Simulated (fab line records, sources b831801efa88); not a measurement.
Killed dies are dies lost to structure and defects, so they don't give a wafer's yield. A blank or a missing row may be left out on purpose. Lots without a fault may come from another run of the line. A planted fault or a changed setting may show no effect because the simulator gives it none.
Chamber matching | flow sky130 | SKY_LI_CONTACT_CMP_02 on cmp-02: 4 sister chambers
The step polishes PSG. 16 wafers are shown with their chamber, then 8 later ones without.

WAFERS WITH THEIR CHAMBER
wafer  | chamber | motor_current_A (A) | time_to_endpoint_s (s) | slurry_flow_ml_min
L489.2 | 0       | 11.4                | 29.4                   | 150.0
L489.5 | 3       | 10.8                | 30.7                   | 149.6
L489.6 | 0       | 12.3                | 31.5                   | 149.9
L491.1 | 2       | 12.2                | 30.1                   | 150.1
L491.3 | 0       | 11.1                | 32.1                   | 150.1
L491.6 | 0       | 11.6                | 32.9                   | 150.0
L492.2 | 0       | 12.3                | 37.2                   | 150.0
L492.4 | 2       | 12.2                | 34.6                   | 149.6
L492.5 | 3       | 11.4                | 38.5                   | 150.2
L495.1 | 0       | 11.7                | 33.1                   | 149.2
L495.2 | 2       | 12.0                | 36.1                   | 149.2
L495.5 | 2       | 12.0                | 33.9                   | 149.7
L496.1 | 3       | 10.9                | 36.7                   | 150.3
L496.3 | 2       | 11.9                | 33.5                   | 149.7
L496.4 | 1       | 9.2                 | 35.2                   | 150.0
L509.2 | 1       | 9.4                 | 36.4                   | 149.9

SIGNATURES (means of the wafers above)
reading            | chamber 0 | chamber 1 | chamber 2 | chamber 3 | scatter within a chamber
motor_current_A    | 11.733    | 9.300     | 12.060    | 11.033    | 0.35
time_to_endpoint_s | 32.700    | 35.800    | 33.640    | 35.300    | 2.69
slurry_flow_ml_min | 149.867   | 149.950   | 149.660   | 150.033   | 0.324
Rule: a wafer's distance from a chamber is the root of the sum, over the readings, of the square of ((its reading less the chamber's mean) divided by the reading's scatter). The wafer belongs to the nearest chamber; if the next one is less than 2 further off, it can't be placed. The scatter: the root of (the sum of the squares of (reading less its chamber's mean) over the shown wafers, divided by (wafers less chambers)).

WAFERS WITHOUT THEIR CHAMBER
wafer  | motor_current_A (A) | time_to_endpoint_s (s) | slurry_flow_ml_min
L509.3 | 11.4                | 34.4                   | 149.3
L509.6 | 11.2                | 32.2                   | 149.7
L511.4 | 12.4                | 30.5                   | 150.2
L511.5 | 9.0                 | 31.5                   | 149.1
L511.6 | 12.2                | 30.6                   | 149.9
L512.1 | 12.3                | 33.2                   | 149.2
L512.3 | 9.4                 | 33.3                   | 149.8
L512.4 | 11.5                | 30.6                   | 150.4

WHICH CHAMBER EACH WENT THROUGH
wafer  | from the rows above          | in truth
L509.3 | can't be placed: 0 or 2 or 3 | 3
L509.6 | can't be placed: 3 or 0 or 2 | 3
L511.4 | can't be placed: 2 or 0      | 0
L511.5 | 1                            | 1
L511.6 | can't be placed: 2 or 0      | 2
L512.1 | can't be placed: 2 or 0      | 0
L512.3 | 1                            | 1
L512.4 | can't be placed: 0 or 3 or 2 | 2
Placed correctly: 2 of 8. Can't be placed from these rows: 6 (the true chamber is among the candidates in 6). Placed wrongly: 0.
